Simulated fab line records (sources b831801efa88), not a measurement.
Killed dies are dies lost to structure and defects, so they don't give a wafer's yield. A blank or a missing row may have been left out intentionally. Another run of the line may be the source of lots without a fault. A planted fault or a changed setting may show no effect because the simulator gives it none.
Which tool was responsible? || flow gf180mcu || 24 lots, 72 wafers sampled, at 6 steps of a route of 602

## WHAT EACH GAUGE READ, for each wafer
GF_MVSD_OVL_MEAS_07.
{"lot": "L074", "measured": "day 4 09:09", "on": "overlay-01", "MVSD_OVL (nm)": "-0.1 0.5 -0.3"}
{"lot": "L075", "measured": "day 4 18:23", "on": "overlay-01", "MVSD_OVL (nm)": "0.8 -0.5 0.6"}
{"lot": "L076", "measured": "day 5 01:55", "on": "overlay-01", "MVSD_OVL (nm)": "-0.3 -2.2 -0.6"}
{"lot": "L077", "measured": "day 5 04:52", "on": "overlay-02", "MVSD_OVL (nm)": "-1.5 -1.0 -2.1"}
{"lot": "L078", "measured": "day 5 11:14", "on": "overlay-02", "MVSD_OVL (nm)": "-1.0 -0.3 1.2"}
{"lot": "L079", "measured": "day 5 14:14", "on": "overlay-02", "MVSD_OVL (nm)": "-1.3 -1.5 -2.1"}
{"lot": "L080", "measured": "day 5 20:47", "on": "overlay-02", "MVSD_OVL (nm)": "1.0 1.3 1.2"}
{"lot": "L081", "measured": "day 6 04:58", "on": "overlay-01", "MVSD_OVL (nm)": "0.0 -0.5 0.2"}
{"lot": "L082", "measured": "day 6 09:41", "on": "overlay-01", "MVSD_OVL (nm)": "0.0 -0.1 -0.5"}
{"lot": "L083", "measured": "day 6 14:01", "on": "overlay-02", "MVSD_OVL (nm)": "-2.0 -1.7 -1.6"}
{"lot": "L084", "measured": "day 6 22:17", "on": "overlay-01", "MVSD_OVL (nm)": "-0.4 -0.5 -2.8"}
{"lot": "L085", "measured": "day 7 02:36", "on": "overlay-01", "MVSD_OVL (nm)": "-0.1 -1.2 -0.1"}
{"lot": "L086", "measured": "day 7 07:31", "on": "overlay-01", "MVSD_OVL (nm)": "-0.8 -0.7 -0.1"}
{"lot": "L087", "measured": "day 7 15:08", "on": "overlay-02", "MVSD_OVL (nm)": "2.0 0.2 1.7"}
{"lot": "L088", "measured": "day 7 20:12", "on": "overlay-01", "MVSD_OVL (nm)": "-0.7 0.7 -0.2"}
{"lot": "L089", "measured": "day 8 01:49", "on": "overlay-02", "MVSD_OVL (nm)": "0.1 0.0 0.2"}
{"lot": "L090", "measured": "day 8 09:05", "on": "overlay-01", "MVSD_OVL (nm)": "-0.3 -1.9 -1.0"}
{"lot": "L091", "measured": "day 8 13:19", "on": "overlay-01", "MVSD_OVL (nm)": "0.2 0.2 -0.8"}
{"lot": "L092", "measured": "day 8 19:01", "on": "overlay-01", "MVSD_OVL (nm)": "-0.9 -1.9 -2.8"}
{"lot": "L093", "measured": "day 9 00:28", "on": "overlay-02", "MVSD_OVL (nm)": "-0.8 -0.6 -1.5"}
{"lot": "L094", "measured": "day 9 05:54", "on": "overlay-02", "MVSD_OVL (nm)": "0.8 -0.9 0.6"}
{"lot": "L095", "measured": "day 9 11:43", "on": "overlay-02", "MVSD_OVL (nm)": "-1.5 -1.9 -2.5"}
{"lot": "L096", "measured": "day 9 17:05", "on": "overlay-02", "MVSD_OVL (nm)": "-0.3 -0.1 -0.2"}
{"lot": "L097", "measured": "day 10 00:31", "on": "overlay-02", "MVSD_OVL (nm)": "0.6 -0.7 -1.2"}

GF_HV_LDD_OVL_MEAS_32.
{"lot": "L074", "measured": "day 11 11:19", "on": "overlay-01", "HV_LDD_02_OVL (nm)": "-0.4 0.4 -1.3"}
{"lot": "L075", "measured": "day 12 01:23", "on": "overlay-02", "HV_LDD_02_OVL (nm)": "1.1 1.8 1.0"}
{"lot": "L076", "measured": "day 12 17:12", "on": "overlay-02", "HV_LDD_02_OVL (nm)": "0.5 0.2 0.2"}
{"lot": "L077", "measured": "day 12 19:17", "on": "overlay-01", "HV_LDD_02_OVL (nm)": "0.6 1.9 1.0"}
{"lot": "L078", "measured": "day 13 06:38", "on": "overlay-02", "HV_LDD_02_OVL (nm)": "-0.4 0.4 -0.3"}
{"lot": "L079", "measured": "day 13 06:56", "on": "overlay-02", "HV_LDD_02_OVL (nm)": "2.4 2.4 2.2"}
{"lot": "L080", "measured": "day 13 19:14", "on": "overlay-02", "HV_LDD_02_OVL (nm)": "0.5 0.8 -0.3"}
{"lot": "L081", "measured": "day 14 04:47", "on": "overlay-02", "HV_LDD_02_OVL (nm)": "1.3 1.0 1.6"}
{"lot": "L082", "measured": "day 14 09:01", "on": "overlay-01", "HV_LDD_02_OVL (nm)": "-1.1 0.4 -0.9"}
{"lot": "L083", "measured": "day 14 10:56", "on": "overlay-02", "HV_LDD_02_OVL (nm)": "-0.2 2.5 1.8"}
{"lot": "L084", "measured": "day 14 20:14", "on": "overlay-01", "HV_LDD_02_OVL (nm)": "0.6 -0.8 0.9"}
{"lot": "L085", "measured": "day 15 03:25", "on": "overlay-02", "HV_LDD_02_OVL (nm)": "-0.8 0.8 -0.8"}
{"lot": "L086", "measured": "day 15 10:38", "on": "overlay-01", "HV_LDD_02_OVL (nm)": "-2.8 -3.3 -2.6"}
{"lot": "L087", "measured": "day 15 18:52", "on": "overlay-02", "HV_LDD_02_OVL (nm)": "1.5 1.8 0.9"}
{"lot": "L088", "measured": "day 16 03:23", "on": "overlay-01", "HV_LDD_02_OVL (nm)": "0.8 0.7 2.2"}
{"lot": "L089", "measured": "day 16 08:09", "on": "overlay-01", "HV_LDD_02_OVL (nm)": "-1.0 -1.6 -2.2"}
{"lot": "L090", "measured": "day 16 19:07", "on": "overlay-01", "HV_LDD_02_OVL (nm)": "1.6 0.0 -0.3"}
{"lot": "L091", "measured": "day 17 01:34", "on": "overlay-02", "HV_LDD_02_OVL (nm)": "1.3 1.4 0.8"}
{"lot": "L092", "measured": "day 17 05:51", "on": "overlay-02", "HV_LDD_02_OVL (nm)": "1.5 0.1 -1.6"}
{"lot": "L093", "measured": "day 17 12:27", "on": "overlay-01", "HV_LDD_02_OVL (nm)": "0.5 0.4 1.4"}
{"lot": "L094", "measured": "day 17 18:23", "on": "overlay-02", "HV_LDD_02_OVL (nm)": "1.1 -0.3 1.1"}
{"lot": "L095", "measured": "day 18 08:11", "on": "overlay-01", "HV_LDD_02_OVL (nm)": "0.6 0.2 -0.7"}
{"lot": "L096", "measured": "day 18 13:04", "on": "overlay-01", "HV_LDD_02_OVL (nm)": "-0.5 0.6 -0.3"}
{"lot": "L097", "measured": "day 19 02:17", "on": "overlay-01", "HV_LDD_02_OVL (nm)": "-1.0 -0.7 0.4"}

GF_SALICIDE_THK_MEAS_05: measures by xrf.
{"lot": "L074", "measured": "day 15 02:18", "on": "filmMetro-02", "SALICIDE_TIN_THK (nm)": "20.33 20.48 20.50"}
{"lot": "L075", "measured": "day 15 18:28", "on": "filmMetro-02", "SALICIDE_TIN_THK (nm)": "20.17 20.02 20.26"}
{"lot": "L076", "measured": "day 16 10:40", "on": "filmMetro-01", "SALICIDE_TIN_THK (nm)": "19.64 19.89 20.05"}
{"lot": "L077", "measured": "day 16 11:53", "on": "filmMetro-02", "SALICIDE_TIN_THK (nm)": "20.50 20.58 20.58"}
{"lot": "L078", "measured": "day 17 03:09", "on": "filmMetro-01", "SALICIDE_TIN_THK (nm)": "20.32 20.16 20.17"}
{"lot": "L079", "measured": "day 17 04:46", "on": "filmMetro-01", "SALICIDE_TIN_THK (nm)": "19.91 20.09 19.85"}
{"lot": "L080", "measured": "day 17 16:42", "on": "filmMetro-04", "SALICIDE_TIN_THK (nm)": "20.07 20.30 19.65"}
{"lot": "L081", "measured": "day 18 03:50", "on": "filmMetro-04", "SALICIDE_TIN_THK (nm)": "19.94 20.14 20.40"}
{"lot": "L082", "measured": "day 18 07:57", "on": "filmMetro-02", "SALICIDE_TIN_THK (nm)": "19.92 20.01 20.08"}
{"lot": "L083", "measured": "day 18 10:23", "on": "filmMetro-04", "SALICIDE_TIN_THK (nm)": "19.62 19.91 19.97"}
{"lot": "L084", "measured": "day 18 20:23", "on": "filmMetro-02", "SALICIDE_TIN_THK (nm)": "20.13 20.30 20.35"}
{"lot": "L085", "measured": "day 19 05:23", "on": "filmMetro-04", "SALICIDE_TIN_THK (nm)": "19.86 19.84 20.03"}
{"lot": "L086", "measured": "day 19 12:34", "on": "filmMetro-01", "SALICIDE_TIN_THK (nm)": "19.93 19.65 20.08"}
{"lot": "L087", "measured": "day 19 21:50", "on": "filmMetro-02", "SALICIDE_TIN_THK (nm)": "20.02 20.15 19.96"}
{"lot": "L088", "measured": "day 20 08:47", "on": "filmMetro-01", "SALICIDE_TIN_THK (nm)": "20.01 19.99 19.87"}
{"lot": "L089", "measured": "day 20 12:05", "on": "filmMetro-04", "SALICIDE_TIN_THK (nm)": "20.12 20.01 19.82"}
{"lot": "L090", "measured": "day 21 00:28", "on": "filmMetro-01", "SALICIDE_TIN_THK (nm)": "19.61 19.35 19.70"}
{"lot": "L091", "measured": "day 21 07:23", "on": "filmMetro-01", "SALICIDE_TIN_THK (nm)": "19.77 19.80 19.60"}
{"lot": "L092", "measured": "day 21 11:11", "on": "filmMetro-02", "SALICIDE_TIN_THK (nm)": "20.00 20.10 19.88"}
{"lot": "L093", "measured": "day 21 16:49", "on": "filmMetro-01", "SALICIDE_TIN_THK (nm)": "20.20 20.10 20.09"}
{"lot": "L094", "measured": "day 21 23:22", "on": "filmMetro-02", "SALICIDE_TIN_THK (nm)": "20.06 20.25 20.16"}
{"lot": "L095", "measured": "day 22 12:20", "on": "filmMetro-04", "SALICIDE_TIN_THK (nm)": "20.39 20.46 20.77"}
{"lot": "L096", "measured": "day 22 19:13", "on": "filmMetro-04", "SALICIDE_TIN_THK (nm)": "20.31 20.43 20.08"}
{"lot": "L097", "measured": "day 23 07:44", "on": "filmMetro-01", "SALICIDE_TIN_THK (nm)": "19.85 19.88 19.56"}

GF_MIM_THK_MEAS_11: measures by xrf.
{"lot": "L074", "measured": "day 24 12:01", "on": "filmMetro-01", "MIM_ALCU_THK (nm)": "200.2 197.7 198.1"}
{"lot": "L075", "measured": "day 25 01:51", "on": "filmMetro-02", "MIM_ALCU_THK (nm)": "201.8 199.8 200.6"}
{"lot": "L076", "measured": "day 25 18:00", "on": "filmMetro-02", "MIM_ALCU_THK (nm)": "199.8 200.1 202.0"}
{"lot": "L077", "measured": "day 25 18:29", "on": "filmMetro-03", "MIM_ALCU_THK (nm)": "200.3 197.8 201.2"}
{"lot": "L078", "measured": "day 26 10:42", "on": "filmMetro-03", "MIM_ALCU_THK (nm)": "196.6 200.5 197.8"}
{"lot": "L079", "measured": "day 26 12:07", "on": "filmMetro-01", "MIM_ALCU_THK (nm)": "199.2 197.2 199.1"}
{"lot": "L080", "measured": "day 26 19:13", "on": "filmMetro-03", "MIM_ALCU_THK (nm)": "202.7 202.5 199.8"}
{"lot": "L081", "measured": "day 27 07:45", "on": "filmMetro-02", "MIM_ALCU_THK (nm)": "201.3 202.4 199.0"}
{"lot": "L082", "measured": "day 27 11:25", "on": "filmMetro-02", "MIM_ALCU_THK (nm)": "197.5 196.9 200.2"}
{"lot": "L083", "measured": "day 27 13:18", "on": "filmMetro-02", "MIM_ALCU_THK (nm)": "201.0 201.2 198.8"}
{"lot": "L084", "measured": "day 27 18:30", "on": "filmMetro-03", "MIM_ALCU_THK (nm)": "198.3 198.2 198.2"}
{"lot": "L085", "measured": "day 28 04:41", "on": "filmMetro-02", "MIM_ALCU_THK (nm)": "201.5 200.1 201.3"}
{"lot": "L086", "measured": "day 28 10:37", "on": "filmMetro-03", "MIM_ALCU_THK (nm)": "199.5 195.8 200.0"}
{"lot": "L087", "measured": "day 28 15:52", "on": "filmMetro-01", "MIM_ALCU_THK (nm)": "199.3 201.5 200.1"}
{"lot": "L088", "measured": "day 29 03:15", "on": "filmMetro-02", "MIM_ALCU_THK (nm)": "206.6 205.3 203.9"}
{"lot": "L089", "measured": "day 29 06:34", "on": "filmMetro-02", "MIM_ALCU_THK (nm)": "202.9 200.1 200.1"}
{"lot": "L090", "measured": "day 29 14:40", "on": "filmMetro-01", "MIM_ALCU_THK (nm)": "201.2 198.0 201.4"}
{"lot": "L091", "measured": "day 29 23:28", "on": "filmMetro-03", "MIM_ALCU_THK (nm)": "202.9 201.1 201.5"}
{"lot": "L092", "measured": "day 30 00:26", "on": "filmMetro-03", "MIM_ALCU_THK (nm)": "202.8 199.0 203.5"}
{"lot": "L093", "measured": "day 30 08:07", "on": "filmMetro-03", "MIM_ALCU_THK (nm)": "198.8 199.3 199.5"}
{"lot": "L094", "measured": "day 30 07:26", "on": "filmMetro-03", "MIM_ALCU_THK (nm)": "199.8 202.4 203.6"}
{"lot": "L095", "measured": "day 30 22:05", "on": "filmMetro-03", "MIM_ALCU_THK (nm)": "201.2 204.2 204.6"}
{"lot": "L096", "measured": "day 31 03:19", "on": "filmMetro-03", "MIM_ALCU_THK (nm)": "204.5 202.1 201.8"}
{"lot": "L097", "measured": "day 31 11:35", "on": "filmMetro-02", "MIM_ALCU_THK (nm)": "201.7 198.5 198.6"}

GF_V5_THK_MEAS_25: measures by xrf.
{"lot": "L074", "measured": "day 27 05:13", "on": "filmMetro-02", "V5_W_THK (nm)": "357 360 366"}
{"lot": "L075", "measured": "day 27 19:21", "on": "filmMetro-03", "V5_W_THK (nm)": "356 363 357"}
{"lot": "L076", "measured": "day 28 08:30", "on": "filmMetro-02", "V5_W_THK (nm)": "365 364 366"}
{"lot": "L077", "measured": "day 28 10:28", "on": "filmMetro-02", "V5_W_THK (nm)": "376 367 370"}
{"lot": "L078", "measured": "day 29 01:59", "on": "filmMetro-04", "V5_W_THK (nm)": "368 362 362"}
{"lot": "L079", "measured": "day 29 03:38", "on": "filmMetro-04", "V5_W_THK (nm)": "357 356 353"}
{"lot": "L080", "measured": "day 29 08:59", "on": "filmMetro-04", "V5_W_THK (nm)": "355 354 351"}
{"lot": "L081", "measured": "day 29 20:56", "on": "filmMetro-02", "V5_W_THK (nm)": "355 357 361"}
{"lot": "L082", "measured": "day 30 00:41", "on": "filmMetro-02", "V5_W_THK (nm)": "357 356 356"}
{"lot": "L083", "measured": "day 30 01:37", "on": "filmMetro-02", "V5_W_THK (nm)": "357 360 358"}
{"lot": "L084", "measured": "day 30 06:41", "on": "filmMetro-02", "V5_W_THK (nm)": "364 359 363"}
{"lot": "L085", "measured": "day 30 15:59", "on": "filmMetro-02", "V5_W_THK (nm)": "365 364 363"}
{"lot": "L086", "measured": "day 30 22:16", "on": "filmMetro-02", "V5_W_THK (nm)": "356 366 360"}
{"lot": "L087", "measured": "day 31 03:40", "on": "filmMetro-04", "V5_W_THK (nm)": "353 357 360"}
{"lot": "L088", "measured": "day 31 13:37", "on": "filmMetro-03", "V5_W_THK (nm)": "367 365 365"}
{"lot": "L089", "measured": "day 31 15:42", "on": "filmMetro-02", "V5_W_THK (nm)": "358 359 361"}
{"lot": "L090", "measured": "day 31 23:40", "on": "filmMetro-02", "V5_W_THK (nm)": "360 356 364"}
{"lot": "L091", "measured": "day 32 07:41", "on": "filmMetro-02", "V5_W_THK (nm)": "353 357 357"}
{"lot": "L092", "measured": "day 32 08:54", "on": "filmMetro-04", "V5_W_THK (nm)": "355 359 353"}
{"lot": "L093", "measured": "day 32 15:46", "on": "filmMetro-04", "V5_W_THK (nm)": "353 359 347"}
{"lot": "L094", "measured": "day 32 15:20", "on": "filmMetro-02", "V5_W_THK (nm)": "357 359 363"}
{"lot": "L095", "measured": "day 33 02:54", "on": "filmMetro-04", "V5_W_THK (nm)": "357 355 356"}
{"lot": "L096", "measured": "day 33 10:05", "on": "filmMetro-02", "V5_W_THK (nm)": "357 359 354"}
{"lot": "L097", "measured": "day 33 15:19", "on": "filmMetro-04", "V5_W_THK (nm)": "359 355 353"}

## WHAT TOOL EACH LOT RAN ON (gives the tool, then ch and the chambers of the sampled wafers, and finally the start)
{"lot": "L074", "GF_SALICIDE_RTA_08": "rtpAnneal-01 ch 0, day 15 02:34"}
{"lot": "L075", "GF_SALICIDE_RTA_08": "rtpAnneal-02 ch 0, day 15 18:43"}
{"lot": "L076", "GF_SALICIDE_RTA_08": "rtpAnneal-01 ch 0, day 16 10:55"}
{"lot": "L077", "GF_SALICIDE_RTA_08": "rtpAnneal-01 ch 0, day 16 12:08"}
{"lot": "L078", "GF_SALICIDE_RTA_08": "rtpAnneal-01 ch 0, day 17 03:25"}
{"lot": "L079", "GF_SALICIDE_RTA_08": "rtpAnneal-02 ch 0, day 17 05:01"}
{"lot": "L080", "GF_SALICIDE_RTA_08": "rtpAnneal-01 ch 0, day 17 16:58"}
{"lot": "L081", "GF_SALICIDE_RTA_08": "rtpAnneal-02 ch 0, day 18 04:05"}
{"lot": "L082", "GF_SALICIDE_RTA_08": "rtpAnneal-02 ch 0, day 18 08:13"}
{"lot": "L083", "GF_SALICIDE_RTA_08": "rtpAnneal-02 ch 0, day 18 10:38"}
{"lot": "L084", "GF_SALICIDE_RTA_08": "rtpAnneal-01 ch 0, day 18 20:38"}
{"lot": "L085", "GF_SALICIDE_RTA_08": "rtpAnneal-01 ch 0, day 19 05:39"}
{"lot": "L086", "GF_SALICIDE_RTA_08": "rtpAnneal-02 ch 0, day 19 12:49"}
{"lot": "L087", "GF_SALICIDE_RTA_08": "rtpAnneal-01 ch 0, day 19 22:07"}
{"lot": "L088", "GF_SALICIDE_RTA_08": "rtpAnneal-02 ch 0, day 20 09:04"}
{"lot": "L089", "GF_SALICIDE_RTA_08": "rtpAnneal-01 ch 0, day 20 12:21"}
{"lot": "L090", "GF_SALICIDE_RTA_08": "rtpAnneal-01 ch 0, day 21 00:44"}
{"lot": "L091", "GF_SALICIDE_RTA_08": "rtpAnneal-01 ch 0, day 21 07:40"}
{"lot": "L092", "GF_SALICIDE_RTA_08": "rtpAnneal-02 ch 0, day 21 11:26"}
{"lot": "L093", "GF_SALICIDE_RTA_08": "rtpAnneal-01 ch 0, day 21 17:04"}
{"lot": "L094", "GF_SALICIDE_RTA_08": "rtpAnneal-01 ch 0, day 21 23:38"}
{"lot": "L095", "GF_SALICIDE_RTA_08": "rtpAnneal-02 ch 0, day 22 12:48"}
{"lot": "L096", "GF_SALICIDE_RTA_08": "rtpAnneal-01 ch 0, day 22 19:42"}
{"lot": "L097", "GF_SALICIDE_RTA_08": "rtpAnneal-02 ch 0, day 23 07:59"}
- GF_SALICIDE_RTA_08: time 30 s.

## AS READ BY THE TOOLS THEMSELVES (means over the sampled wafers that have a number; for cases with no such wafer, the mark the record gives instead)
GF_SALICIDE_RTA_08.
{"lot": "L074", "tool": "rtpAnneal-01", "lampPowerPct (%)": 15.3, "wafer_temp_C_max": 806.9}
{"lot": "L075", "tool": "rtpAnneal-02", "lampPowerPct (%)": 17.8, "wafer_temp_C_max": 802.7}
{"lot": "L076", "tool": "rtpAnneal-01", "lampPowerPct (%)": 15.3, "wafer_temp_C_max": 806.0}
{"lot": "L077", "tool": "rtpAnneal-01", "lampPowerPct (%)": 15.3, "wafer_temp_C_max": 806.0}
{"lot": "L078", "tool": "rtpAnneal-01", "lampPowerPct (%)": 15.3, "wafer_temp_C_max": 806.3}
{"lot": "L079", "tool": "rtpAnneal-02", "lampPowerPct (%)": 17.8, "wafer_temp_C_max": 804.0}
{"lot": "L080", "tool": "rtpAnneal-01", "lampPowerPct (%)": 15.3, "wafer_temp_C_max": 806.5}
{"lot": "L081", "tool": "rtpAnneal-02", "lampPowerPct (%)": 17.8, "wafer_temp_C_max": 803.5}
{"lot": "L082", "tool": "rtpAnneal-02", "lampPowerPct (%)": 17.7, "wafer_temp_C_max": 803.6}
{"lot": "L083", "tool": "rtpAnneal-02", "lampPowerPct (%)": 17.8, "wafer_temp_C_max": 802.5}
{"lot": "L084", "tool": "rtpAnneal-01", "lampPowerPct (%)": 15.3, "wafer_temp_C_max": 805.2}
{"lot": "L085", "tool": "rtpAnneal-01", "lampPowerPct (%)": 15.3, "wafer_temp_C_max": 805.9}
{"lot": "L086", "tool": "rtpAnneal-02", "lampPowerPct (%)": 17.8, "wafer_temp_C_max": 803.2}
{"lot": "L087", "tool": "rtpAnneal-01", "lampPowerPct (%)": 15.3, "wafer_temp_C_max": 806.3}
{"lot": "L088", "tool": "rtpAnneal-02", "lampPowerPct (%)": 17.8, "wafer_temp_C_max": 803.5}
{"lot": "L089", "tool": "rtpAnneal-01", "lampPowerPct (%)": 15.3, "wafer_temp_C_max": 805.5}
{"lot": "L090", "tool": "rtpAnneal-01", "lampPowerPct (%)": 15.3, "wafer_temp_C_max": 804.7}
{"lot": "L091", "tool": "rtpAnneal-01", "lampPowerPct (%)": 15.3, "wafer_temp_C_max": 805.6}
{"lot": "L092", "tool": "rtpAnneal-02", "lampPowerPct (%)": 17.8, "wafer_temp_C_max": 803.9}
{"lot": "L093", "tool": "rtpAnneal-01", "lampPowerPct (%)": 15.3, "wafer_temp_C_max": 805.2}
{"lot": "L094", "tool": "rtpAnneal-01", "lampPowerPct (%)": 15.3, "wafer_temp_C_max": 804.9}
{"lot": "L095", "tool": "rtpAnneal-02", "lampPowerPct (%)": 17.8, "wafer_temp_C_max": 803.6}
{"lot": "L096", "tool": "rtpAnneal-01", "lampPowerPct (%)": 15.3, "wafer_temp_C_max": 805.5}
{"lot": "L097", "tool": "rtpAnneal-02", "lampPowerPct (%)": 17.8, "wafer_temp_C_max": 803.2}

## THE ANSWER, worked out from the rows above alone
Rule: what is usual is taken from the lots themselves. Put in order of their means at a reading, lots are off if they are a third of the lots or fewer, leave a main group of 4 or more, and stand apart from it by a gap of 3 or more times the standard deviation of the main group's means; of several such gaps the widest counts. Not used: any main group whose means are identical at the precision the tables above print for the reading. A lot without any number at a reading at which 4 lots or more have one is off too. All remaining lots with rows at the step are treated as sound. First the gauges in route order, then the tools' own readings, where a lot's mean is used as printed above. The first step at which some lot is off is used, and at that step the reading that is off furthest; a lot without a number counts as furthest.
None of the lots is off at any reading shown; this tells nothing.

## WHAT THE SIMULATOR PUT IN
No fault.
